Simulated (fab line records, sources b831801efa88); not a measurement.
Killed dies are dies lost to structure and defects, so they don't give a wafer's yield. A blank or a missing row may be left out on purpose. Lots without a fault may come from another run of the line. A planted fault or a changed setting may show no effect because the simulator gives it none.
A struck lot beside a sound one | flow sfq_line | 15 steps out of a route of 325
Sound: wafers L554.2, L554.4, L554.6. Struck: wafer L562.2. (L562.1, L562.6 of the same lot were not struck and are left out.) The cause comes at the end.
At each step with rows: each side's tool, then ch and its chambers, then its first start. Under that, the readings that differ: sound wafers | struck wafers | difference of the means | sigmas: that difference in standard deviations of wafers without a fault.
alike: readings whose means differ by less than 2 such deviations, and words and numbers that are the same on both sides. not compared: withheld readings, readings that some wafer has no value for, bounds like >300 that may hide the same value, and numbers for which the record gives no deviation and whose values overlap.
The two part at a step that has a row with sigmas, a row that says differs or no value, or rows on one side only. Numbers that don't overlap but have no deviation are shown without sigmas and don't part them. A reading that every wafer of one side lacks parts them only if that side has two wafers or more.

SFQ_TRILAYER_R5_DEP_SPUTTER_132: material Ti, target thk 5 nm, time 5 s.
  sound on pvd_sputter-03, day 61 20:56; struck on pvd_sputter-03, day 63 07:45
  reading                | sound          | struck | difference | sigmas
  throttle_valve_pct (%) | 30.2 31.8 31.8 | 28.9   | -2.4       | -2
  alike: chamber_pressure_pa
SFQ_TRILAYER_R5_DEP_SPUTTER_133: material MoNx, target thk 40 nm, time 66.7 s.
  sound on pvd_sputter-03, day 61 20:57; struck on pvd_sputter-03, day 63 07:46
  reading                | sound          | struck | difference | sigmas
  throttle_valve_pct (%) | 30.6 31.6 31.7 | 29.0   | -2.3       | -2
  alike: chamber_pressure_pa
SFQ_TRILAYER_R5_DEP_SPUTTER_134: material Ti, target thk 5 nm, time 5 s.
  sound on pvd_sputter-03, day 61 21:00; struck on pvd_sputter-03, day 63 07:50
  reading                | sound          | struck | difference | sigmas
  throttle_valve_pct (%) | 30.3 31.7 31.7 | 28.6   | -2.6       | -2
  alike: chamber_pressure_pa
SFQ_R5_RS_MEAS_933: measures by four-point-probe.
  sound on film_metro-03, day 61 21:02; struck on film_metro-03, day 63 07:51
  alike: R5_MONX_RS
SFQ_R5_THK_MEAS_934: measures by xrf.
  sound on film_metro-03, day 61 21:09; struck on film_metro-03, day 63 07:58
  alike: R5_MONX_THK
then, 6 steps without rows for these wafers: SFQ_TRILAYER_R5_LITHO_COAT_141 (resist thk 62 nm); SFQ_TRILAYER_R5_LITHO_COAT_136 (resist thk 600 nm); SFQ_TRILAYER_R5_LITHO_SOFTBAKE_140; SFQ_TRILAYER_R5_LITHO_EXPOSE_137 (exposes mask R5, target cd 500 nm); SFQ_TRILAYER_R5_LITHO_PEB_139 (peb time 60 s); SFQ_TRILAYER_R5_LITHO_DEVELOP_138 (time 60 s).
-- the record jumps here: 5 days lie between the struck wafers' starts before and after --
SFQ_R5_OVL_MEAS_935:
  sound on overlay-01, day 66 14:47; struck on overlay-02, day 68 01:35
  alike: R5_OVL
SFQ_TRILAYER_R5_BARC_OPEN_METAL_ETCH_177: etches BARC in O2, target depth 125 nm, time 41.7 s.
  sound on rie_metal-04 ch 1, day 66 14:50; struck on rie_metal-04 ch 1, day 68 01:37
  reading                                             | sound         | struck | difference                   | sigmas
  rf_hours_counter_h (h)                              | - - -         | 73     | no value on the sound wafers |
  model.KrF_of_TRILAYER_R5_LITHO_COAT_136.thk_nm (nm) | 522.4 522 523 | 534.9  | +12.4                        |
  alike: drypump_motor_current_A, oes_product_au
SFQ_TRILAYER_R5_ETCH_METAL_ETCH_139: etches the open film in Cl2, stops on SiO2, target depth 60 nm, time 40 s.
  sound on rie_metal-04 ch 1, day 66 14:58; struck on rie_metal-04 ch 1, day 68 01:41
  reading                                             | sound           | struck | difference                   | sigmas
  rf_hours_counter_h (h)                              | - - -           | 73     | no value on the sound wafers |
  model.KrF_of_TRILAYER_R5_LITHO_COAT_136.thk_nm (nm) | 498.6 498.2 499 | 510.7  | +12.1                        |
  alike: drypump_motor_current_A, oes_product_au
SFQ_TRILAYER_R5_STRIP_STRIP_140: strips in O2.
  sound on rie_metal-04 ch 1, day 66 15:16; struck on rie_metal-04 ch 1, day 68 01:44
  reading                | sound | struck | difference                   | sigmas
  rf_hours_counter_h (h) | - - - | 73     | no value on the sound wafers |
  alike: drypump_motor_current_A, oes_product_au

WHERE THEY PART
First at SFQ_TRILAYER_R5_DEP_SPUTTER_132; last, within this record, at SFQ_TRILAYER_R5_STRIP_STRIP_140.

WHY: what the simulator had put in
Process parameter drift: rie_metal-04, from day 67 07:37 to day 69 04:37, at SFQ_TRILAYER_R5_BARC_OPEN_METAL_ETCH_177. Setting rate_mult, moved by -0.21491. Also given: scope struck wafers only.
